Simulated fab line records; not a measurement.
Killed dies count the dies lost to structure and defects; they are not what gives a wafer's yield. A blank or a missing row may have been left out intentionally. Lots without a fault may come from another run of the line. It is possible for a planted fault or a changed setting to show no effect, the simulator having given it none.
Which tool was responsible?	flow sky130	7 lots with 20 wafers sampled at 3 steps, on a route of 708 steps

## WHAT THE GAUGES SHOWED, per wafer
SKY_LOCAL_INTERCONNECT_CD_MEAS_11 targets a cd of 170 nm.
lot	measured	on	cdNm (nm)
L996	day 30 06:48	cdSem-02	168.5 168.5 168.9
L998	day 31 04:32	cdSem-01	136.3 171.7 172.6 136.6 171.6 172.5
L100	day 31 18:48	cdSem-02	134.4 169.9 134.9 169.9
L108	day 34 01:06	cdSem-01	171.1 169.0 171.8
L112	day 35 12:40	cdSem-01	168.1 167.6 169.5
L113	day 36 11:14	cdSem-02	170.5 171.7 171.4
L116	day 36 22:24	cdSem-02	169.8 170.8 170.8

## WHAT TOOL EACH LOT RAN ON (gives the tool, then ch and the chambers of the sampled wafers, and finally the start)
lot	SKY_LI_CONTACT_SPUTTER_20	SKY_LOCAL_INTERCONNECT_EXPOSE_08
L996	pvdSputter-02, day 29 02:07	krfScanner-02 ch 0, day 29 17:25
L998	pvdSputter-03, day 30 01:15	krfScanner-02 ch 0, day 30 15:32
L100	pvdSputter-03, day 30 15:58	krfScanner-02 ch 0, day 31 05:58
L108	pvdSputter-03, day 32 21:55	krfScanner-01 ch 0, day 33 12:05
L112	pvdSputter-02, day 34 09:25	krfScanner-02 ch 0, day 34 23:38
L113	pvdSputter-01, day 35 07:37	krfScanner-02 ch 0, day 35 22:23
L116	pvdSputter-02, day 35 19:10	krfScanner-01 ch 0, day 36 09:38
- SKY_LI_CONTACT_SPUTTER_20: material TiN, target thk 20 nm, time 80 s.
- SKY_LOCAL_INTERCONNECT_EXPOSE_08: exposes mask LI1M, target cd 170 nm.

## THE ANSWER, worked out from the rows above alone
Rule: usual is defined by the lots themselves. The widest of any qualifying gaps counts: lots, ordered by their means at a reading, are off when they make up no more than a third of the lots, leave a main group of 4 or more, and stand apart from it by 3 or more times the standard deviation of that group's means. Not used: any main group whose means are identical at the precision the tables above print for the reading. A lot without any number at a reading at which 4 lots or more have one is off too. All remaining lots with rows at the step are treated as sound.
Off at SKY_LOCAL_INTERCONNECT_CD_MEAS_11 (cdNm): L998, L100. For the main group the mean is 169.9 nm and the standard deviation 1.1.
If a tool, at a process step before that reading, ran all the lots that are off and no sound lot after the first of them, it fits. Gauges at SKY_LOCAL_INTERCONNECT_CD_MEAS_11: tried the same way as those tools. No candidate that was tried fits.

## WHAT THE SIMULATOR HAD INSERTED
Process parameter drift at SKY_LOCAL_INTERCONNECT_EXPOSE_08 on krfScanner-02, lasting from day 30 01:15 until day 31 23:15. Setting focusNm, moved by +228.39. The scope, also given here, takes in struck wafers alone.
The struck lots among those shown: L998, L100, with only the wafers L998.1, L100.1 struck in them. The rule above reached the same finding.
